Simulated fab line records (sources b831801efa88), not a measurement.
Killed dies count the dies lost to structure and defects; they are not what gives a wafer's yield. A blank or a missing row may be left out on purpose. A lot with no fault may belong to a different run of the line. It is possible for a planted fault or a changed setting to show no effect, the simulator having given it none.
Matching of chambers | flow sky130 | 4 sister chambers for SKY_VIA3_CMP_24 on cmp-01
The step polishes, stops on SiO2, t overpolish 20 s, target thk 0 nm. 8 wafers are shown with their chamber, then 7 later ones without.

WAFERS PAIRED WITH THEIR CHAMBERS
wafer  | chamber | motor current A (A) | time to endpoint s (s)
L974.1 | 0       | 9.5                 | 96
L974.6 | 2       | 11.0                | 88
L975.3 | 0       | 9.0                 | 90
L981.2 | 1       | 11.3                | 92
L981.5 | 2       | 10.8                | 89
L981.6 | 3       | 11.9                | 98
L983.1 | 1       | 11.4                | 93
L983.2 | 3       | 11.9                | 101

WAFERS WHOSE CHAMBER IS MISSING
wafer  | motor current A (A) | time to endpoint s (s)
L983.4 | 12.1                | 91
L985.2 | 11.3                | 96
L985.3 | 12.4                | 95
L985.5 | 11.6                | 94
L991.2 | 11.8                | 100
L991.4 | 11.5                | 89
L991.6 | 11.4                | 93

EACH ONE'S CHAMBER
wafer  | from the rows above     | in truth
L983.4 | can't be placed: 3 or 1 | 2
L985.2 | can't be placed: 1 or 3 | 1
L985.3 | 3                       | 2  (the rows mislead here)
L985.5 | can't be placed: 1 or 3 | 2
L991.2 | 3                       | 3
L991.4 | can't be placed: 1 or 2 | 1
L991.6 | 1                       | 1
Placed correctly: 2 of 7. These rows do not allow placing 4 (true chamber among the candidates in 2). Wrongly placed: 1.
How it was worked out, from the rows above alone: a wafer's distance from a chamber is the root of the sum, over the readings, of the square of ((its reading less the chamber's mean) divided by the reading's scatter). If the next closest chamber is less than 2 further off than the closest, the wafer can't be placed; otherwise it belongs to the closest. For every chamber, the mean is computed from those of its wafers that are shown. The scatter: the root of (the sum of the squares of (reading less its chamber's mean) over the shown wafers, divided by (wafers less chambers)).
